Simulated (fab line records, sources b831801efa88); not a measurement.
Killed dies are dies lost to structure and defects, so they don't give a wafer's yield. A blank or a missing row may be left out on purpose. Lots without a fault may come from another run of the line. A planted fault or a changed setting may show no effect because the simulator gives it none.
fab line records | flow gf180mcu
record lots=5 wafers=15 last_day=34
route steps=602 shown POLY_GATE@172 HV_LDD@176
lots that met no fault: from a run of the same line without faults
start_h: hours from the record's first day to the start of the lot's first wafer shown | wait_h: hours since the lot's step before | " the same as in the row above | L1.1+2: a row that stands for several wafers | - no value, or no start given | * or withheld: withheld | < > ~ a bound
route shown NAME@n: a module of which the file shows steps, and the number in the route of the first | usual: mean/standard deviation of fault-free wafers | same: alike in all rows | chamber/n: place in a boat | sites: the reading at each site | _std_site: their standard deviation | _edge_site: outer sites' mean less inner sites' | radius_mm: how far each site lies from the wafer's centre | mask NAME#n: copy n | behind: the tool/chamber that last shaped the wafer | hold: why the lot was held/for how many hours/how that ended | device: the transistor (n, p or np) that didn't switch | end of line: the same wafers' tests at the end of the route | a step without rows: its recipe alone | killed: dies lost to structure and defects at the first sort, not the wafer's yield | map: a wafer's dies, x killed, . not, _ none there
set.NAME: the setting as run; set.NAME@STEP: as run at that earlier step | model.NAME: the simulator's own value behind a step, which no gauge read
lots at some steps of the route; a table a step, a row a wafer
services: from which hour (start_h, from the record's first day; less than 0 if before it) a tool's chamber was out of use, for how many hours, and why
## steps
# step GF_POLY_GATE_CLEAN_15
# recipe chemistry=SC1/SC2 mix=1:4:20 temp_c=70 time_s=150 dry=n2_spin
# same time_s=150
# columns lot.wafer tool chamber start_h wait_h
L074.3+4+6 wet_bench-04 1 200.33 0.0
L076.1+2+6 wet_bench-02 1 207.24 0.1
L088.2+4+5 wet_bench-02 3 295.17 0.1
L094.4+5+6 wet_bench-03 0 350.64 0.0
L096.2+3+4 wet_bench-02 1 358.62 0.1
# step GF_POLY_GATE_OXIDATION_16
# recipe temp_c=850 ambient=O2 stabilise_s=600 purge_s=300 target_thk_a=40 ox_time_s=899
# usual spike_tc_upper_C=849.0/0.98 tube_center_temp_C_max=852.2/0.36
# columns lot.wafer tool chamber start_h wait_h spike_tc_upper_C tube_center_temp_C_max
L074.3 furnace-01 0 200.38 0.0 848.9 851.8
L074.4 " 0 " " 848.4 852.0
L074.6 " 0 " " 848.1 851.6
L076.1 furnace-02 0 207.29 0.0 847.0 853.1
L076.2 " 0 " " 848.1 852.2
L076.6 " 0 " " 851.3 851.8
L088.2 furnace-02 0 295.35 0.1 850.1 852.1
L088.4 " 0 " " 849.1 852.1
L088.5 " 0 " " 849.0 852.4
L094.4 furnace-02 0 350.96 0.3 848.5 851.8
L094.5 " 0 " " 850.4 851.8
L094.6 " 0 " " 848.3 852.0
L096.2 furnace-01 0 358.67 0.0 847.8 852.0
L096.3 " 0 " " 847.6 852.0
L096.4 " 0 " " 848.3 851.8
# step GF_POLY_GATE_THK_MEAS_17
# recipe reads=SiO2_of_POLY_GATE_OXIDATION_16
# usual POLY_GATE_OXIDATION_THK=3.99/0.086
# columns lot.wafer tool chamber start_h wait_h POLY_GATE_OXIDATION_THK[nm]
L074.3 film_metro-02 - 201.65 0.0 4.02
L074.4 " - " " 4.06
L074.6 " - " " 4.10
L076.1 film_metro-01 - 208.54 0.0 4.04
L076.2 " - " " 4.02
L076.6 " - " " 4.02
L088.2 film_metro-03 - 296.61 0.0 3.99
L088.4 " - " " 4.00
L088.5 " - " " 4.07
L094.4 film_metro-01 - 352.24 0.0 4.05
L094.5 " - " " 4.06
L094.6 " - " " 4.07
L096.2 film_metro-01 - 359.93 0.0 3.95
L096.3 " - " " 3.87
L096.4 " - " " 3.77
# step GF_POLY_GATE_CD_MEAS_18
# usual cd_nm=280.3/1.9
# columns lot.wafer tool chamber start_h wait_h cd_nm
L074.3 cd_sem-01 - 201.74 0.1 279.8
L074.4 " - " " 281.5
L074.6 " - " " 280.6
L076.1 cd_sem-02 - 208.60 0.1 279.6
L076.2 " - " " 278.7
L076.6 " - " " 279.5
L088.2 cd_sem-02 - 296.69 0.1 282.5
L088.4 " - " " 282.2
L088.5 " - " " 281.0
L094.4 cd_sem-02 - 352.35 0.1 280.6
L094.5 " - " " 280.6
L094.6 " - " " 281.7
L096.2 cd_sem-01 - 360.01 0.1 279.4
L096.3 " - " " 278.0
L096.4 " - " " 275.9
# step GF_HV_LDD_DEHYDRATE_00
# recipe temp_c=200 time_s=60
# usual plate_temp_C=200.02/0.16
# same time_s=60
# columns lot.wafer tool chamber start_h wait_h plate_temp_C
L074.3 litho_track-04 0 209.56 7.8 200.01
L074.4 " 0 " " 200.02
L074.6 " 0 " " 200.12
L076.1 litho_track-01 0 216.69 8.1 200.02
L076.2 " 0 " " 200.08
L076.6 " 0 " " 199.96
L088.2 litho_track-01 0 305.96 9.2 200.17
L088.4 " 0 " " 200.20
L088.5 " 0 " " 200.11
L094.4 litho_track-01 0 362.61 10.2 200.03
L094.5 " 0 " " 200.11
L094.6 " 0 " " 200.32
L096.2 litho_track-02 0 371.24 11.2 200.07
L096.3 " 0 " " 199.82
L096.4 " 0 " " 200.00
# step GF_HV_LDD_HMDS_01
# recipe prime_time_s=60 prime_temp_c=120
# columns lot.wafer tool chamber start_h wait_h
L074.3+4+6 litho_track-04 0 209.71 0.1
L076.1+2+6 litho_track-01 0 216.84 0.1
L088.2+4+5 litho_track-01 0 306.11 0.1
L094.4+5+6 litho_track-01 0 362.76 0.1
L096.2+3+4 litho_track-02 0 371.39 0.1
# step GF_HV_LDD_COAT_02
# recipe resist=NOVOLAK spin_rpm=3000 resist_thk_nm=1000
# columns lot.wafer tool chamber start_h wait_h
L074.3+4+6 litho_track-04 0 209.86 0.1
L076.1+2+6 litho_track-01 0 216.99 0.1
L088.2+4+5 litho_track-01 0 306.26 0.1
L094.4+5+6 litho_track-01 0 362.91 0.1
L096.2+3+4 litho_track-02 0 371.54 0.1
# step GF_HV_LDD_SOFTBAKE_03
# recipe temp_c=90 time_s=60 resist=NOVOLAK
# usual plate_temp_C=89.97/0.12
# same time_s=60
# columns lot.wafer tool chamber start_h wait_h plate_temp_C
L074.3 litho_track-04 0 210.01 0.1 90.18
L074.4 " 0 " " 89.91
L074.6 " 0 " " 89.96
L076.1 litho_track-01 0 217.14 0.1 89.94
L076.2 " 0 " " 89.84
L076.6 " 0 " " 89.95
L088.2 litho_track-01 0 306.41 0.1 89.77
L088.4 " 0 " " 89.72
L088.5 " 0 " " 89.96
L094.4 litho_track-01 0 363.06 0.1 90.08
L094.5 " 0 " " 90.01
L094.6 " 0 " " 90.02
L096.2 litho_track-02 0 371.69 0.1 89.95
L096.3 " 0 " " 90.11
L096.4 " 0 " " 90.19
# step GF_HV_LDD_EXPOSE_04
# recipe mask_id=Nplus_LV_AREA target_cd_nm=400 na=0.6 source_shape=conventional sigma_outer=0.6 dose_mj=140
# columns lot.wafer tool chamber start_h wait_h mask
L074.3+4+6 iline_stepper-01 0 - - Nplus_LV_AREA#0
L076.1+2+6 iline_stepper-01 0 - - Nplus_LV_AREA#0
L088.2+4+5 iline_stepper-01 0 - - Nplus_LV_AREA#0
L094.4+5+6 iline_stepper-01 0 - - Nplus_LV_AREA#0
L096.2+3+4 iline_stepper-02 0 - - Nplus_LV_AREA#0
# step GF_HV_LDD_PEB_05
# recipe temp_c=withheld time_s=* resist=NOVOLAK
# same time_s=*
# columns lot.wafer tool chamber start_h wait_h
L074.3+4+6 litho_track-02 0 - -
L076.1+2+6 litho_track-02 0 - -
L088.2+4+5 litho_track-02 0 - -
L094.4+5+6 litho_track-01 0 - -
L096.2+3+4 litho_track-04 0 - -
# step GF_HV_LDD_DEVELOP_06
# recipe develop_time_s=60 dev_temp_c=23
# columns lot.wafer tool chamber start_h wait_h
L074.3+4+6 litho_track-02 0 218.46 0.1
L076.1+2+6 litho_track-02 0 226.06 0.1
L088.2+4+5 litho_track-02 0 316.69 0.1
L094.4+5+6 litho_track-01 0 373.96 0.1
L096.2+3+4 litho_track-04 0 382.73 0.1
# step GF_HV_LDD_CD_MEAS_07
# recipe target_cd_nm=400
# usual cd_nm=399.0/2.4
# columns lot.wafer tool chamber start_h wait_h cd_nm
L074.3 cd_sem-02 - 218.60 0.1 398.4
L074.4 " - " " 400.4
L074.6 " - " " 399.4
L076.1 cd_sem-02 - 226.21 0.1 396.6
L076.2 " - " " 397.0
L076.6 " - " " 396.6
L088.2 cd_sem-02 - 316.83 0.1 402.3
L088.4 " - " " 401.0
L088.5 " - " " 396.4
L094.4 cd_sem-02 - 374.10 0.1 392.1
L094.5 " - " " 392.3
L094.6 " - " " 394.7
L096.2 cd_sem-02 - 382.88 0.1 398.1
L096.3 " - " " 397.6
L096.4 " - " " 396.2
# step GF_HV_LDD_OVL_MEAS_08
# usual HV_LDD_OVL=0.3/1.5
# columns lot.wafer tool chamber start_h wait_h HV_LDD_OVL[nm]
L074.3 overlay-02 - 218.70 0.1 -0.1
L074.4 " - " " 0.2
L074.6 " - " " 0.7
L076.1 overlay-02 - 226.33 0.1 0.8
L076.2 " - " " 0.0
L076.6 " - " " -0.3
L088.2 overlay-01 - 316.94 0.1 0.1
L088.4 " - " " -0.5
L088.5 " - " " -0.6
L094.4 overlay-01 - 374.18 0.1 -4.0
L094.5 " - " " -2.5
L094.6 " - " " -1.3
L096.2 overlay-01 - 382.98 0.1 0.1
L096.3 " - " " -1.1
L096.4 " - " " -2.2
# step GF_HV_LDD_IMPLANT_09
# recipe species=As energy_kev=40 dose_cm2=1e+14 tilt_deg=7
# usual dose_ions_cm2=1e+14/9.9e+10
# columns lot.wafer tool chamber start_h wait_h dose_ions_cm2
L074.3 implanter-03 0 218.77 0.1 1.0006e+14
L074.4 " 0 " " 1.0005e+14
L074.6 " 0 " " 1.0008e+14
L076.1 implanter-03 0 226.37 0.0 1.0013e+14
L076.2 " 0 " " 9.992e+13
L076.6 " 0 " " 1.0007e+14
L088.2 implanter-02 0 316.99 0.0 1.0003e+14
L088.4 " 0 " " 9.99e+13
L088.5 " 0 " " 9.994e+13
L094.4 implanter-02 0 374.27 0.1 1.0001e+14
L094.5 " 0 " " 1.0005e+14
L094.6 " 0 " " 9.987e+13
L096.2 implanter-02 0 383.04 0.0 1.0013e+14
L096.3 " 0 " " 9.993e+13
L096.4 " 0 " " 9.998e+13
# step GF_HV_LDD_STRIP_10
# recipe chemistry=O2/N2 power_w=1400 pressure_mtorr=1500 platen_temp_c=250 o2_flow_sccm=3000 n2_flow_sccm=300 overash_fraction=0.5
# usual drypump_motor_current_A=5.46/0.3 heater_power_w=340/28 oes_product_au=0.716/0.0045 strip_time_to_endpoint_s=12.60/0.039
# columns lot.wafer tool chamber start_h wait_h drypump_motor_current_A heater_power_w oes_product_au rf_hours_counter_h strip_time_to_endpoint_s
L074.3 plasma_asher-04 1 218.90 0.1 5.74 314 0.703 - 12.62
L074.4 " 0 " " 5.36 325 0.722 - 12.61
L074.6 " 0 " " 5.34 332 0.716 - 12.59
L076.1 plasma_asher-02 1 226.52 0.1 5.01 314 0.715 11 12.66
L076.2 " 0 " " 5.59 360 0.714 11 12.66
L076.6 " 1 " " 5.01 311 0.709 - 12.61
L088.2 plasma_asher-04 0 317.12 0.1 5.36 322 0.716 71 12.65
L088.4 " 1 " " 5.78 328 0.719 - 12.63
L088.5 " 0 " " 5.35 329 0.716 - 12.64
L094.4 plasma_asher-02 0 374.38 0.1 5.60 366 0.720 - 12.60
L094.5 " 0 " " 5.60 357 0.721 - 12.63
L094.6 " 1 " " 5.02 307 0.718 - 12.58
L096.2 plasma_asher-02 1 383.16 0.1 5.02 313 0.715 28 12.52
L096.3 " 0 " " 5.58 354 0.719 - 12.55
L096.4 " 1 " " 5.03 311 0.715 - 12.52
# step GF_HV_LDD_TW_MEAS_11
# usual HV_LDD_TW=2418/19
# columns lot.wafer tool chamber start_h wait_h HV_LDD_TW
L074.3 film_metro-02 - 218.99 0.1 2414
L074.4 " - " " 2411
L074.6 " - " " 2408
L076.1 film_metro-01 - 226.62 0.1 2403
L076.2 " - " " 2398
L076.6 " - " " 2390
L088.2 film_metro-04 - 317.23 0.1 2445
L088.4 " - " " 2453
L088.5 " - " " 2458
L094.4 film_metro-02 - 374.48 0.1 2419
L094.5 " - " " 2415
L094.6 " - " " 2420
L096.2 film_metro-02 - 383.27 0.1 2419
L096.3 " - " " 2427
L096.4 " - " " 2414
# step GF_HV_LDD_DEHYDRATE_12
# recipe temp_c=200 time_s=60
# usual plate_temp_C=199.96/0.12
# same time_s=60
# columns lot.wafer tool chamber start_h wait_h plate_temp_C
L074.3 litho_track-01 0 227.19 8.2 199.76
L074.4 " 0 " " 200.00
L074.6 " 0 " " 199.91
L076.1 litho_track-04 0 234.36 7.7 199.99
L076.2 " 0 " " 199.63
L076.6 " 0 " " 199.94
L088.2 litho_track-04 0 327.03 9.8 200.02
L088.4 " 0 " " 199.87
L088.5 " 0 " " 199.86
L094.4 litho_track-01 0 385.51 11.0 199.98
L094.5 " 0 " " 199.93
L094.6 " 0 " " 200.25
L096.2 litho_track-04 0 393.63 10.3 200.07
L096.3 " 0 " " 199.87
L096.4 " 0 " " 200.22
# step GF_HV_LDD_HMDS_13
# recipe prime_time_s=60 prime_temp_c=120
# columns lot.wafer tool chamber start_h wait_h
L074.3+4+6 litho_track-01 0 227.34 0.1
L076.1+2+6 litho_track-04 0 234.51 0.1
L088.2+4+5 litho_track-04 0 327.18 0.1
L094.4+5+6 litho_track-01 0 385.66 0.1
L096.2+3+4 litho_track-04 0 393.78 0.1
# step GF_HV_LDD_COAT_14
# recipe resist=NOVOLAK spin_rpm=3000 resist_thk_nm=1000
# columns lot.wafer tool chamber start_h wait_h
L074.3+4+6 litho_track-01 0 227.49 0.1
L076.1+2+6 litho_track-04 0 234.66 0.1
L088.2+4+5 litho_track-04 0 327.33 0.1
L094.4+5+6 litho_track-01 0 385.81 0.1
L096.2+3+4 litho_track-04 0 393.93 0.1
# step GF_HV_LDD_SOFTBAKE_15
# recipe temp_c=90 time_s=60 resist=NOVOLAK
# usual plate_temp_C=89.99/0.12
# same time_s=60
# columns lot.wafer tool chamber start_h wait_h plate_temp_C
L074.3 litho_track-01 0 227.64 0.1 90.00
L074.4 " 0 " " 90.15
L074.6 " 0 " " 90.15
L076.1 litho_track-04 0 234.81 0.1 89.96
L076.2 " 0 " " 90.13
L076.6 " 0 " " 90.14
L088.2 litho_track-04 0 327.48 0.1 90.09
L088.4 " 0 " " 89.96
L088.5 " 0 " " 89.91
L094.4 litho_track-01 0 385.96 0.1 90.14
L094.5 " 0 " " 89.99
L094.6 " 0 " " 89.86
L096.2 litho_track-04 0 394.08 0.1 89.79
L096.3 " 0 " " 89.80
L096.4 " 0 " " 89.82
# step GF_HV_LDD_EXPOSE_16
# recipe mask_id=Pplus_LV_AREA target_cd_nm=400 na=0.6 source_shape=conventional sigma_outer=0.6 dose_mj=140
# columns lot.wafer tool chamber start_h wait_h mask
L074.3+4+6 iline_stepper-02 0 - - Pplus_LV_AREA#0
L076.1+2+6 iline_stepper-02 0 - - Pplus_LV_AREA#0
L088.2+4+5 iline_stepper-02 0 - - Pplus_LV_AREA#0
L094.4+5+6 iline_stepper-01 0 - - Pplus_LV_AREA#0
L096.2+3+4 iline_stepper-02 0 - - Pplus_LV_AREA#0
# step GF_HV_LDD_PEB_17
# recipe temp_c=withheld time_s=* resist=NOVOLAK
# same time_s=*
# columns lot.wafer tool chamber start_h wait_h
L074.3+4+6 litho_track-01 0 - -
L076.1+2+6 litho_track-04 0 - -
L088.2+4+5 litho_track-04 0 - -
L094.4+5+6 litho_track-02 0 - -
L096.2+3+4 litho_track-04 0 - -
# step GF_HV_LDD_DEVELOP_18
# recipe develop_time_s=60 dev_temp_c=23
# columns lot.wafer tool chamber start_h wait_h
L074.3+4+6 litho_track-01 0 236.39 0.1
L076.1+2+6 litho_track-04 0 243.31 0.1
L088.2+4+5 litho_track-04 0 337.53 0.1
L094.4+5+6 litho_track-02 0 397.44 0.1
L096.2+3+4 litho_track-04 0 405.43 0.1
# step GF_HV_LDD_CD_MEAS_19
# recipe target_cd_nm=400
# usual cd_nm=399.5/2.4
# columns lot.wafer tool chamber start_h wait_h cd_nm
L074.3 cd_sem-01 - 236.53 0.1 401.0
L074.4 " - " " 403.3
L074.6 " - " " 403.6
L076.1 cd_sem-01 - 243.46 0.1 400.0
L076.2 " - " " 401.0
L076.6 " - " " 399.9
L088.2 cd_sem-02 - 337.68 0.1 395.2
L088.4 " - " " 396.9
L088.5 " - " " 396.9
L094.4 cd_sem-01 - 397.57 0.1 393.7
L094.5 " - " " 395.3
L094.6 " - " " 396.0
L096.2 cd_sem-02 - 405.58 0.1 398.6
L096.3 " - " " 398.4
L096.4 " - " " 399.5
# step GF_HV_LDD_OVL_MEAS_20
# usual HV_LDD_01_OVL=0.6/1.1
# columns lot.wafer tool chamber start_h wait_h HV_LDD_01_OVL[nm]
L074.3 overlay-02 - 236.62 0.1 -0.3
L074.4 " - " " -0.1
L074.6 " - " " -0.5
L076.1 overlay-01 - 243.58 0.1 0.3
L076.2 " - " " 0.9
L076.6 " - " " -0.3
L088.2 overlay-01 - 337.79 0.1 0.1
L088.4 " - " " -0.5
L088.5 " - " " -1.1
L094.4 overlay-02 - 397.65 0.1 0.3
L094.5 " - " " -1.1
L094.6 " - " " -0.5
L096.2 overlay-01 - 405.68 0.1 0.2
L096.3 " - " " -0.5
L096.4 " - " " -0.4
# step GF_HV_LDD_IMPLANT_21
# recipe species=BF2 energy_kev=25 dose_cm2=5e+13 tilt_deg=7
# usual dose_ions_cm2=5e+13/5.8e+10
# columns lot.wafer tool chamber start_h wait_h dose_ions_cm2
L074.3 implanter-03 0 236.70 0.1 4.997e+13
L074.4 " 0 " " 5.004e+13
L074.6 " 0 " " 4.994e+13
L076.1 implanter-04 0 243.62 0.0 5.004e+13
L076.2 " 0 " " 4.995e+13
L076.6 " 0 " " 4.992e+13
L088.2 implanter-03 0 337.84 0.0 5.011e+13
L088.4 " 0 " " 5.002e+13
L088.5 " 0 " " 5.004e+13
L094.4 implanter-04 0 397.74 0.1 5.007e+13
L094.5 " 0 " " 5.005e+13
L094.6 " 0 " " 5.007e+13
L096.2 implanter-04 0 405.74 0.0 4.993e+13
L096.3 " 0 " " 4.995e+13
L096.4 " 0 " " 5.004e+13
# step GF_HV_LDD_STRIP_22
# recipe chemistry=O2/N2 power_w=1400 pressure_mtorr=1500 platen_temp_c=250 o2_flow_sccm=3000 n2_flow_sccm=300 overash_fraction=0.5
# usual drypump_motor_current_A=5.55/0.27 heater_power_w=348/30 oes_product_au=0.716/0.0045 strip_time_to_endpoint_s=12.61/0.039
# columns lot.wafer tool chamber start_h wait_h drypump_motor_current_A heater_power_w oes_product_au rf_hours_counter_h strip_time_to_endpoint_s
L074.3 plasma_asher-04 1 236.83 0.1 5.77 323 0.715 - 12.68
L074.4 " 0 " " 5.34 335 0.721 - 12.63
L074.6 " 0 " " 5.36 333 0.712 - 12.67
L076.1 plasma_asher-01 1 243.77 0.1 5.55 380 0.722 62 12.62
L076.2 " 0 " " 5.85 383 0.720 62 12.72
L076.6 " 0 " " 5.85 405 0.719 - 12.63
L088.2 plasma_asher-02 1 337.97 0.1 5.01 313 0.713 24 12.64
L088.4 " 0 " " 5.60 351 0.723 - 12.60
L088.5 " 1 " " 5.01 314 0.709 - 12.64
L094.4 plasma_asher-04 1 397.85 0.1 5.77 314 0.722 - 12.68
L094.5 " 0 " " 5.32 319 0.714 - 12.62
L094.6 " 1 " " 5.77 321 0.720 - 12.61
L096.2 plasma_asher-04 0 405.86 0.1 5.33 325 0.709 81 12.66
L096.3 " 0 " " 5.33 328 0.712 - 12.65
L096.4 " 1 " " 5.75 315 0.706 - 12.61
# step GF_HV_LDD_TW_MEAS_23
# usual HV_LDD_2_TW=1057/6.3
# columns lot.wafer tool chamber start_h wait_h HV_LDD_2_TW
L074.3 film_metro-02 - 236.92 0.1 1059
L074.4 " - " " 1053
L074.6 " - " " 1055
L076.1 film_metro-04 - 243.87 0.1 1059
L076.2 " - " " 1064
L076.6 " - " " 1066
L088.2 film_metro-01 - 338.08 0.1 1050
L088.4 " - " " 1050
L088.5 " - " " 1056
L094.4 film_metro-02 - 397.95 0.1 1056
L094.5 " - " " 1050
L094.6 " - " " 1052
L096.2 film_metro-01 - 405.97 0.1 1054
L096.3 " - " " 1048
L096.4 " - " " 1054
# step GF_HV_LDD_DEHYDRATE_24
# recipe temp_c=200 time_s=60
# usual plate_temp_C=200.01/0.17
# same time_s=60
# columns lot.wafer tool chamber start_h wait_h plate_temp_C
L074.3 litho_track-02 0 245.46 8.5 200.04
L074.4 " 0 " " 200.35
L074.6 " 0 " " 200.42
L076.1 litho_track-04 0 252.51 8.6 200.27
L076.2 " 0 " " 200.27
L076.6 " 0 " " 200.30
L088.2 litho_track-01 0 347.76 9.7 200.41
L088.4 " 0 " " 200.08
L088.5 " 0 " " 200.15
L094.4 litho_track-01 0 409.21 11.3 200.13
L094.5 " 0 " " 200.10
L094.6 " 0 " " 200.11
L096.2 litho_track-04 0 417.53 11.5 199.90
L096.3 " 0 " " 199.94
L096.4 " 0 " " 199.91
# step GF_HV_LDD_HMDS_25
# recipe prime_time_s=60 prime_temp_c=120
# columns lot.wafer tool chamber start_h wait_h
L074.3+4+6 litho_track-02 0 245.61 0.1
L076.1+2+6 litho_track-04 0 252.66 0.1
L088.2+4+5 litho_track-01 0 347.91 0.1
L094.4+5+6 litho_track-01 0 409.36 0.1
L096.2+3+4 litho_track-04 0 417.68 0.1
# step GF_HV_LDD_COAT_26
# recipe resist=NOVOLAK spin_rpm=3000 resist_thk_nm=1000
# columns lot.wafer tool chamber start_h wait_h
L074.3+4+6 litho_track-02 0 245.76 0.1
L076.1+2+6 litho_track-04 0 252.81 0.1
L088.2+4+5 litho_track-01 0 348.06 0.1
L094.4+5+6 litho_track-01 0 409.51 0.1
L096.2+3+4 litho_track-04 0 417.83 0.1
# step GF_HV_LDD_SOFTBAKE_27
# recipe temp_c=90 time_s=60 resist=NOVOLAK
# usual plate_temp_C=89.98/0.14
# same time_s=60
# columns lot.wafer tool chamber start_h wait_h plate_temp_C
L074.3 litho_track-02 0 245.91 0.1 90.00
L074.4 " 0 " " 90.10
L074.6 " 0 " " 89.90
L076.1 litho_track-04 0 252.96 0.1 89.94
L076.2 " 0 " " 90.13
L076.6 " 0 " " 90.02
L088.2 litho_track-01 0 348.21 0.1 89.83
L088.4 " 0 " " 89.84
L088.5 " 0 " " 90.12
L094.4 litho_track-01 0 409.66 0.1 89.90
L094.5 " 0 " " 89.80
L094.6 " 0 " " 90.02
L096.2 litho_track-04 0 417.98 0.1 89.88
L096.3 " 0 " " 90.00
L096.4 " 0 " " 89.83
# step GF_HV_LDD_EXPOSE_28
# recipe mask_id=Nplus_HV_AREA target_cd_nm=400 na=0.6 source_shape=conventional sigma_outer=0.6 dose_mj=140
# columns lot.wafer tool chamber start_h wait_h mask
L074.3+4+6 iline_stepper-01 0 - - Nplus_HV_AREA#0
L076.1+2+6 iline_stepper-01 0 - - Nplus_HV_AREA#0
L088.2+4+5 iline_stepper-01 0 - - Nplus_HV_AREA#0
L094.4+5+6 iline_stepper-02 0 - - Nplus_HV_AREA#0
L096.2+3+4 iline_stepper-02 0 - - Nplus_HV_AREA#0
# step GF_HV_LDD_PEB_29
# recipe temp_c=withheld time_s=* resist=NOVOLAK
# same time_s=*
# columns lot.wafer tool chamber start_h wait_h
L074.3+4+6 litho_track-02 0 - -
L076.1+2+6 litho_track-02 0 - -
L088.2+4+5 litho_track-04 0 - -
L094.4+5+6 litho_track-01 0 - -
L096.2+3+4 litho_track-01 0 - -
# step GF_HV_LDD_DEVELOP_30
# recipe develop_time_s=60 dev_temp_c=23
# columns lot.wafer tool chamber start_h wait_h
L074.3+4+6 litho_track-02 0 255.01 0.1
L076.1+2+6 litho_track-02 0 261.76 0.1
L088.2+4+5 litho_track-04 0 359.08 0.1
L094.4+5+6 litho_track-01 0 421.26 0.1
L096.2+3+4 litho_track-01 0 429.76 0.1
# step GF_HV_LDD_CD_MEAS_31
# recipe target_cd_nm=400
# usual cd_nm=398.8/2.5
# columns lot.wafer tool chamber start_h wait_h cd_nm
L074.3 cd_sem-02 - 255.15 0.1 402.7
L074.4 " - " " 400.8
L074.6 " - " " 401.1
L076.1 cd_sem-02 - 261.91 0.1 393.4
L076.2 " - " " 394.1
L076.6 " - " " 394.1
L088.2 cd_sem-02 - 359.23 0.1 396.9
L088.4 " - " " 396.2
L088.5 " - " " 397.1
L094.4 cd_sem-01 - 421.40 0.1 400.0
L094.5 " - " " 401.1
L094.6 " - " " 398.9
L096.2 cd_sem-02 - 429.91 0.1 402.4
L096.3 " - " " 397.9
L096.4 " - " " 400.7
# step GF_HV_LDD_OVL_MEAS_32
# usual HV_LDD_02_OVL=1.0/1.4
# columns lot.wafer tool chamber start_h wait_h HV_LDD_02_OVL[nm]
L074.3 overlay-02 - 255.24 0.1 1.0
L074.4 " - " " 2.2
L074.6 " - " " -0.1
L076.1 overlay-02 - 262.03 0.1 2.8
L076.2 " - " " 1.8
L076.6 " - " " 1.9
L088.2 overlay-01 - 359.33 0.1 1.2
L088.4 " - " " 0.3
L088.5 " - " " 2.0
L094.4 overlay-02 - 421.48 0.1 2.5
L094.5 " - " " 0.5
L094.6 " - " " 1.0
L096.2 overlay-01 - 430.01 0.1 1.0
L096.3 " - " " 1.2
L096.4 " - " " 0.6
# step GF_HV_LDD_IMPLANT_33
# recipe species=P energy_kev=60 dose_cm2=7.5e+12 tilt_deg=30 rotation_deg=0
# usual dose_ions_cm2=7.499e+12/8.7e+09
# columns lot.wafer tool chamber start_h wait_h dose_ions_cm2
L074.3 implanter-04 0 255.32 0.1 7.501e+12
L074.4 " 0 " " 7.499e+12
L074.6 " 0 " " 7.52e+12
L076.1 implanter-03 0 262.07 0.0 7.491e+12
L076.2 " 0 " " 7.482e+12
L076.6 " 0 " " 7.498e+12
L088.2 implanter-03 0 359.39 0.0 7.496e+12
L088.4 " 0 " " 7.497e+12
L088.5 " 0 " " 7.489e+12
L094.4 implanter-04 0 421.57 0.1 7.507e+12
L094.5 " 0 " " 7.5e+12
L094.6 " 0 " " 7.506e+12
L096.2 implanter-02 0 430.07 0.0 7.503e+12
L096.3 " 0 " " 7.505e+12
L096.4 " 0 " " 7.495e+12
# step GF_HV_LDD_IMPLANT_34
# recipe species=P energy_kev=60 dose_cm2=7.5e+12 tilt_deg=30 rotation_deg=90
# usual dose_ions_cm2=7.499e+12/7e+09
# columns lot.wafer tool chamber start_h wait_h dose_ions_cm2
L074.3 implanter-04 0 255.47 0.1 7.495e+12
L074.4 " 0 " " 7.505e+12
L074.6 " 0 " " 7.505e+12
L076.1 implanter-03 0 262.22 0.1 7.505e+12
L076.2 " 0 " " 7.497e+12
L076.6 " 0 " " 7.497e+12
L088.2 implanter-03 0 359.54 0.1 7.505e+12
L088.4 " 0 " " 7.499e+12
L088.5 " 0 " " 7.506e+12
L094.4 implanter-04 0 421.72 0.1 7.501e+12
L094.5 " 0 " " 7.488e+12
L094.6 " 0 " " 7.497e+12
L096.2 implanter-02 0 430.22 0.1 7.498e+12
L096.3 " 0 " " 7.502e+12
L096.4 " 0 " " 7.505e+12
# step GF_HV_LDD_IMPLANT_35
# recipe species=P energy_kev=60 dose_cm2=7.5e+12 tilt_deg=30 rotation_deg=180
# usual dose_ions_cm2=7.503e+12/7.8e+09
# columns lot.wafer tool chamber start_h wait_h dose_ions_cm2
L074.3 implanter-04 0 255.62 0.1 7.492e+12
L074.4 " 0 " " 7.51e+12
L074.6 " 0 " " 7.493e+12
L076.1 implanter-03 0 262.37 0.1 7.51e+12
L076.2 " 0 " " 7.511e+12
L076.6 " 0 " " 7.507e+12
L088.2 implanter-03 0 359.69 0.1 7.507e+12
L088.4 " 0 " " 7.51e+12
L088.5 " 0 " " 7.514e+12
L094.4 implanter-04 0 421.87 0.1 7.506e+12
L094.5 " 0 " " 7.506e+12
L094.6 " 0 " " 7.514e+12
L096.2 implanter-02 0 430.37 0.1 7.519e+12
L096.3 " 0 " " 7.509e+12
L096.4 " 0 " " 7.519e+12
# step GF_HV_LDD_IMPLANT_36
# recipe species=P energy_kev=60 dose_cm2=7.5e+12 tilt_deg=30 rotation_deg=270
# usual dose_ions_cm2=7.5e+12/7.5e+09
# columns lot.wafer tool chamber start_h wait_h dose_ions_cm2
L074.3 implanter-04 0 255.77 0.1 7.493e+12
L074.4 " 0 " " 7.493e+12
L074.6 " 0 " " 7.492e+12
L076.1 implanter-03 0 262.52 0.1 7.491e+12
L076.2 " 0 " " 7.501e+12
L076.6 " 0 " " 7.502e+12
L088.2 implanter-03 0 359.84 0.1 7.493e+12
L088.4 " 0 " " 7.494e+12
L088.5 " 0 " " 7.485e+12
L094.4 implanter-04 0 422.02 0.1 7.496e+12
L094.5 " 0 " " 7.495e+12
L094.6 " 0 " " 7.495e+12
L096.2 implanter-02 0 430.52 0.1 7.509e+12
L096.3 " 0 " " 7.503e+12
L096.4 " 0 " " 7.498e+12
## services
# columns tool chamber start_h hours kind
plasma_asher-01 - 178.80 1.2 repair
implanter-03 - 179.12 1.1 repair
implanter-02 - 183.71 3.6 repair
furnace-02 - 215.16 3.4 pm
iline_stepper-02 - 217.21 8.2 repair
furnace-01 - 230.37 4.5 pm
implanter-03 - 244.52 1.3 repair
implanter-03 - 246.73 1.1 repair
furnace-02 - 248.00 2.9 repair
iline_stepper-01 - 268.70 29.6 repair
plasma_asher-01 - 272.98 14.6 pm
implanter-02 - 278.58 4.7 repair
iline_stepper-02 - 304.94 1.7 pm
furnace-01 - 324.69 2.1 pm
implanter-03 - 366.83 69.5 repair
furnace-02 - 375.62 3.5 pm
furnace-02 - 382.93 2.9 pm
furnace-01 - 398.43 3.1 pm
plasma_asher-02 - 404.19 2.8 pm
iline_stepper-01 - 404.35 1.7 pm
plasma_asher-02 - 415.67 1.5 repair
plasma_asher-04 - 421.25 9.0 pm
implanter-04 - 426.54 4.0 repair
plasma_asher-04 - 430.25 7.2 pm
## key
fault none
